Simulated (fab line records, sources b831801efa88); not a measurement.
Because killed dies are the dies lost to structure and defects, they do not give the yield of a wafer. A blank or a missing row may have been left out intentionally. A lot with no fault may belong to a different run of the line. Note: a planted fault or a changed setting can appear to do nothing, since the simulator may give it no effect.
fab line records	flow sfq-line
[record] lots = 6	wafers = 18	last-day = 94
route steps=325 shown I1@73
lots with no fault: from the same line, run without faults
start-h: the number of hours between the record's first day and the start of the first shown wafer of the lot	wait-h: how many hours have passed since the lot's step before this one	" same as the row above	L1.1+2: a row that stands for several wafers	- either no value or no given start	* or withheld: withheld	< > ~ a bound
route shown NAME@n: names a module that has steps shown in the file, with the first one's number in the route	usual: mean/standard deviation of fault-free wafers	same: alike in all rows	chamber/n: place in a boat	sites: readings site by site	_std_site: their standard deviation	_edge_site: inner sites' mean taken away from outer sites' mean	radius-mm: how far each site lies from the wafer's centre	mask NAME#n: copy n	behind: the most recent tool/chamber to have shaped the wafer	hold: why the lot was held/for how many hours/how that ended	device: the transistor (n, p or np) that didn't switch	end of line: the same wafers' tests at the end of the route	for a step that has no rows: nothing shown but its recipe	killed: dies that structure and defects cost at the first sort, which is not the same as the wafer's yield	map: a wafer's dies, x killed, . not, _ none there
set.NAME: the setting the step ran with; set.NAME@STEP: the setting that earlier step ran with	model.NAME: the simulator's own value behind a step, which no gauge read
lots at selected steps of the route; one table per step, one row per wafer
services: from which hour (start-h, from the record's first day; less than 0 if before it) a tool's chamber was out of use, for how many hours, and why
[[steps]]
[step SFQ_TRILAYER_I1_DEP_PECVD_045]
[recipe] material = SiO2	temp-c = 150	time-s = 111.11	pressure-torr = 2.4	rf-w = 183.3	precursor = SiH4/N2O	target-thk-nm = 500
[usual] heater-power-w = 82/18	rf-fwd-power-W = 182.0/0.63	throttle-valve-pct = 24.7/0.67
lot.wafer	tool	chamber	start-h	wait-h	heater-power-w	rf-fwd-power-W	since-wet-clean-h	throttle-valve-pct
L108.1	pecvd-04	2	250.11	0.0	67	182.1	411	23.9
L108.5	"	0	"	"	85	181.9	-	23.6
L108.6	"	1	"	"	72	180.9	-	24.6
L109.1	pecvd-03	2	257.31	0.0	85	181.8	802	25.7
L109.4	"	1	"	"	97	182.7	-	25.7
L109.6	"	2	"	"	91	182.0	-	25.3
L119.1	pecvd-04	0	335.62	0.0	100	182.1	497	23.8
L119.3	"	2	"	"	63	181.2	497	24.3
L119.5	"	2	"	"	64	180.6	-	24.4
L120.1	pecvd-04	2	341.62	0.0	66	181.2	503	24.3
L120.5	"	0	"	"	86	182.1	-	24.2
L120.6	"	2	"	"	50	181.2	-	24.3
L127.3	pecvd-03	0	407.74	0.0	122	182.7	953	25.1
L127.5	"	0	"	"	122	182.6	-	25.0
L127.6	"	1	"	"	98	183.4	-	26.2
L128.2	pecvd-04	1	420.94	0.0	67	182.5	582	25.1
L128.3	"	0	"	"	95	182.2	582	24.2
L128.4	"	1	"	"	72	182.1	-	25.0
[step SFQ_TRILAYER_I1_CMP_CMP_046]
[recipe] material = SiO2	down-force-psi = 3	platen-rpm = 60	pad-velocity-m-s = 0.94248
[usual] head-pressure-psi = 3.000/0.006	motor-current-A = 10.3/0.92	time-to-endpoint-s = 214/9.1
lot.wafer	tool	chamber	start-h	wait-h	head-pressure-psi	motor-current-A	time-to-endpoint-s
L108.1	cmp-02	3	253.72	3.6	2.993	10.7	211
L108.5	"	1	254.72	4.5	2.998	11.0	214
L108.6	"	2	"	"	2.999	9.2	226
L109.1	cmp-01	2	257.72	0.4	2.997	10.0	215
L109.4	"	0	258.72	1.3	2.997	8.8	211
L109.6	"	3	260.22	2.8	3.000	9.8	216
L119.3	cmp-02	2	338.90	3.2	3.002	9.1	220
L119.1	"	0	339.90	4.2	3.001	10.2	218
L119.5	"	2	340.90	5.2	3.003	9.6	214
L120.1	cmp-02	3	344.40	2.7	3.008	10.6	205
L120.6	"	3	346.40	4.7	3.008	10.8	215
L120.5	"	0	"	"	2.994	9.7	224
L127.3	cmp-01	2	414.26	6.5	3.006	10.2	238
L127.6	"	2	416.26	8.4	2.995	10.6	229
L127.5	"	3	"	"	3.005	10.8	231
L128.2	cmp-02	2	424.52	3.5	2.995	9.2	222
L128.3	"	3	"	"	2.998	11.1	210
L128.4	"	0	"	"	3.005	10.7	220
[step SFQ_I1_BOW_MEAS_912]
[recipe] mode = bow
[usual] I1_BOW = 0/7.8
lot.wafer	tool	chamber	start-h	wait-h	I1_BOW[um]
L108.1	film-metro-02	-	255.72	1.5	8
L108.5	"	-	"	"	-10
L108.6	"	-	"	"	-1
L109.1	film-metro-03	-	260.72	2.5	10
L109.4	"	-	"	"	-3
L109.6	"	-	"	"	8
L119.1	film-metro-02	-	341.40	1.0	3
L119.3	"	-	"	"	5
L119.5	"	-	"	"	1
L120.1	film-metro-03	-	347.40	2.5	-2
L120.5	"	-	"	"	4
L120.6	"	-	"	"	6
L127.3	film-metro-01	-	417.30	2.5	-3
L127.5	"	-	"	"	5
L127.6	"	-	"	"	-9
L128.2	film-metro-01	-	427.04	2.0	0
L128.3	"	-	"	"	0
L128.4	"	-	"	"	-6
[step SFQ_TRILAYER_I1_METRO_MEASURE_047]
[usual] thk-nm = 199.9/1.2
lot.wafer	tool	chamber	start-h	wait-h	thk-nm
L108.1	film-metro-02	-	255.84	0.1	200.9
L108.5	"	-	"	"	200.0
L108.6	"	-	"	"	202.5
L109.1	film-metro-03	-	260.84	0.1	201.7
L109.4	"	-	"	"	200.0
L109.6	"	-	"	"	200.0
L119.1	film-metro-02	-	341.52	0.1	200.3
L119.3	"	-	"	"	199.9
L119.5	"	-	"	"	199.1
L120.1	film-metro-03	-	347.52	0.1	200.3
L120.5	"	-	"	"	200.9
L120.6	"	-	"	"	198.9
L127.3	film-metro-01	-	417.78	0.5	203.0
L127.5	"	-	"	"	200.6
L127.6	"	-	"	"	201.7
L128.2	film-metro-01	-	427.34	0.3	200.6
L128.3	"	-	"	"	200.5
L128.4	"	-	"	"	200.7
[step SFQ_TRILAYER_I1_VIA_LITHO_COAT_054]
[recipe] resist = BARC	spin-rpm = 3000	resist-thk-nm = 62
[step SFQ_TRILAYER_I1_VIA_LITHO_COAT_049]
[recipe] resist = KrF	spin-rpm = 3000	resist-thk-nm = 650
[step SFQ_TRILAYER_I1_VIA_LITHO_SOFTBAKE_053]
[recipe] temp-c = withheld	time-s = withheld	resist = KrF
[step SFQ_TRILAYER_I1_VIA_LITHO_EXPOSE_050]
[recipe] mask-id = I1	na = 0.6	source-shape = conventional	sigma-outer = 0.65	target-cd-nm = 500	dose-mj = 21.3
[step SFQ_TRILAYER_I1_VIA_LITHO_PEB_052]
[recipe] peb-temp-c = 115	peb-time-s = 60	resist = KrF
[step SFQ_TRILAYER_I1_VIA_LITHO_DEVELOP_051]
[recipe] time-s = 60	resist = KrF
[step SFQ_I1_OVL_MEAS_913]
[usual] I1_OVL = 1/6.1
lot.wafer	tool	chamber	start-h	wait-h	I1_OVL[nm]
L108.1	overlay-01	-	342.46	0.1	-2
L108.5	"	-	"	"	-5
L108.6	"	-	"	"	4
L109.1	overlay-01	-	349.76	0.1	-8
L109.4	"	-	"	"	-2
L109.6	"	-	"	"	-1
L119.1	overlay-02	-	440.91	0.1	-10
L119.3	"	-	"	"	0
L119.5	"	-	"	"	-13
L120.1	overlay-01	-	450.31	0.1	3
L120.5	"	-	"	"	2
L120.6	"	-	"	"	-2
L127.3	overlay-02	-	527.12	0.1	0
L127.5	"	-	"	"	1
L127.6	"	-	"	"	-8
L128.2	overlay-01	-	539.12	0.1	-10
L128.3	"	-	"	"	-3
L128.4	"	-	"	"	-10
[step SFQ_TRILAYER_I1_VIA_BARC_OPEN_VIA_ETCH_071]
[recipe] mask-material = PR	chemistry = O2	target-depth-nm = 125	target = BARC	source-w = 500	bias-w = 80	pressure-mtorr = 30	time-s = 41.7
[usual] drypump-motor-current-A = 5.6/0.39	oes-product-au = 0.686/0.0046	rf-fwd-power-W = 494.8/1.9
lot.wafer	tool	chamber	start-h	wait-h	drypump-motor-current-A	oes-product-au	rf-fwd-power-W	rf-hours-counter-h
L108.1	rie-diel-02	2	342.49	0.0	6.3	0.688	495.7	54
L108.5	"	3	"	"	5.2	0.683	498.0	-
L108.6	"	2	"	"	6.3	0.687	494.6	-
L109.1	rie-diel-03	3	349.79	0.0	5.1	0.687	494.5	108
L109.4	"	0	"	"	5.8	0.684	491.4	8
L109.6	"	2	"	"	5.6	0.683	494.9	-
L119.1	rie-diel-02	3	440.95	0.0	5.3	0.688	496.2	53
L119.3	"	1	"	"	5.5	0.684	495.3	88
L119.5	"	0	"	"	5.6	0.680	494.2	-
L120.1	rie-diel-02	2	450.35	0.0	6.3	0.679	495.3	56
L120.5	"	3	"	"	5.2	0.676	493.3	-
L120.6	"	0	"	"	5.6	0.685	491.7	-
L127.3	rie-diel-04	1	527.15	0.0	5.2	0.679	494.3	22
L127.5	"	1	"	"	5.2	0.683	492.3	-
L127.6	"	0	"	"	5.0	0.689	494.7	-
L128.2	rie-diel-02	3	539.15	0.0	5.2	0.691	498.8	55
L128.3	"	2	"	"	6.3	0.688	493.4	58
L128.4	"	1	"	"	5.5	0.688	494.4	-
[step SFQ_TRILAYER_I1_VIA_ETCH_VIA_ETCH_052]
[recipe] target = SiO2	stop-on = Nb	mask-material = PR	taper-deg = 20	chemistry = CHF3	target-depth-nm = 260	source-w = 500	bias-w = 80	pressure-mtorr = 30	time-s = withheld
[usual] drypump-motor-current-A = 5.6/0.39	oes-product-au = 0.854/0.0053	rf-fwd-power-W = 498.1/1.7
lot.wafer	tool	chamber	start-h	wait-h	drypump-motor-current-A	oes-product-au	rf-fwd-power-W
L108.1	rie-diel-02	2	342.53	0.0	6.3	0.849	496.6
L108.5	"	3	"	"	5.2	0.848	499.4
L108.6	"	2	"	"	6.3	0.861	495.6
L109.1	rie-diel-03	3	349.83	0.0	5.1	0.861	500.4
L109.4	"	0	"	"	5.8	0.855	497.4
L109.6	"	2	"	"	5.6	0.849	497.1
L119.1	rie-diel-02	3	440.99	0.0	5.2	0.849	418.7
L119.3	"	1	"	"	5.5	0.854	417.5
L119.5	"	0	"	"	5.7	0.853	420.6
L120.1	rie-diel-02	2	450.39	0.0	6.3	0.861	415.0
L120.5	"	3	"	"	5.2	0.858	418.2
L120.6	"	0	"	"	5.6	0.853	417.6
L127.3	rie-diel-04	1	527.19	0.0	5.2	0.864	499.8
L127.5	"	1	"	"	5.2	0.862	498.9
L127.6	"	0	"	"	5.0	0.859	497.9
L128.2	rie-diel-02	3	539.19	0.0	5.2	0.857	501.3
L128.3	"	2	"	"	6.3	0.865	496.8
L128.4	"	1	"	"	5.5	0.860	498.0
[step SFQ_TRILAYER_I1_VIA_STRIP_STRIP_053]
[recipe] gas = O2	power-w = 200	platen-temp-c = 40	overash-fraction = 0.65	chemistry = O2	pressure-mtorr = 50
[usual] drypump-motor-current-A = 6.1/0.42	oes-product-au = 1.001/0.0071
lot.wafer	tool	chamber	start-h	wait-h	drypump-motor-current-A	oes-product-au	rf-hours-counter-h
L108.1	rie-metal-04	1	342.65	-	6.6	0.998	186
L108.5	"	1	"	"	6.6	1.001	-
L108.6	"	0	"	"	5.6	1.016	-
L109.1	rie-metal-01	1	349.95	-	6.2	1.013	97
L109.4	"	0	"	"	6.5	1.004	-
L109.6	"	1	"	"	6.2	1.006	-
L119.1	rie-metal-03	1	441.10	-	5.7	0.990	69
L119.3	"	1	"	"	5.8	1.009	-
L119.5	"	1	"	"	5.7	0.999	-
L120.1	rie-metal-03	1	450.50	-	5.7	0.992	71
L120.5	"	1	"	"	5.7	1.000	-
L120.6	"	0	"	"	5.9	1.003	-
L127.3	rie-metal-04	1	527.50	-	6.6	0.996	-
L127.5	"	1	"	"	6.6	0.978	-
L127.6	"	0	"	"	5.6	1.009	-
L128.2	rie-metal-01	0	539.30	-	6.6	1.000	123
L128.3	"	0	"	"	6.6	1.008	-
L128.4	"	1	"	"	6.2	1.004	-
[[services]]
tool	chamber	start-h	hours	kind
pecvd-04	2	227.66	19.4	repair
cmp-01	-	228.41	2.3	repair
film-metro-02	-	233.35	0.6	pm
pecvd-03	0	235.97	5.7	repair
cmp-02	-	236.72	4.0	pm
cmp-01	-	247.02	1.6	repair
film-metro-02	-	248.20	0.4	pm
cmp-02	-	256.53	1.5	repair
film-metro-01	-	260.67	3.0	pm
rie-metal-03	0	265.87	2.5	repair
rie-diel-02	3	267.10	4.9	repair
film-metro-02	-	273.11	0.5	pm
rie-diel-04	-	280.05	2.8	pm
rie-diel-03	0	289.13	4.0	repair
pecvd-04	2	315.33	6.2	repair
rie-diel-02	-	330.43	0.3	repair
rie-diel-02	0	333.78	4.0	repair
cmp-02	-	357.25	2.1	repair
pecvd-04	-	361.48	1.1	repair
pecvd-04	1	364.84	12.7	repair
rie-diel-02	1	462.76	11.7	repair
cmp-02	-	487.02	5.3	pm
cmp-02	-	501.67	2.2	repair
rie-diel-02	0	532.10	7.1	repair
[[key]]
[first-sign] step = SFQ_TRILAYER_I1_VIA_ETCH_VIA_ETCH_052	reading = rf-fwd-power-W	direction = down	sigmas = 46	usual = 498.1	struck = 417.9
effect none on later readings
met-at SFQ_TRILAYER_I1_VIA_ETCH_VIA_ETCH_052
struck-wafers L119.1,L119.3,L119.5,L120.1,L120.5,L120.6
onset-between 342.53 440.99
[fault] kind = process-parameter-drift	tool = rie-diel-02	chamber = -	onset-h = 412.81	steps = SFQ_TRILAYER_I1_VIA_ETCH_VIA_ETCH_052	channel = source-w	offset = -80	shape = step	end-h = 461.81	acts-in = these-recipes-only	stated = 500
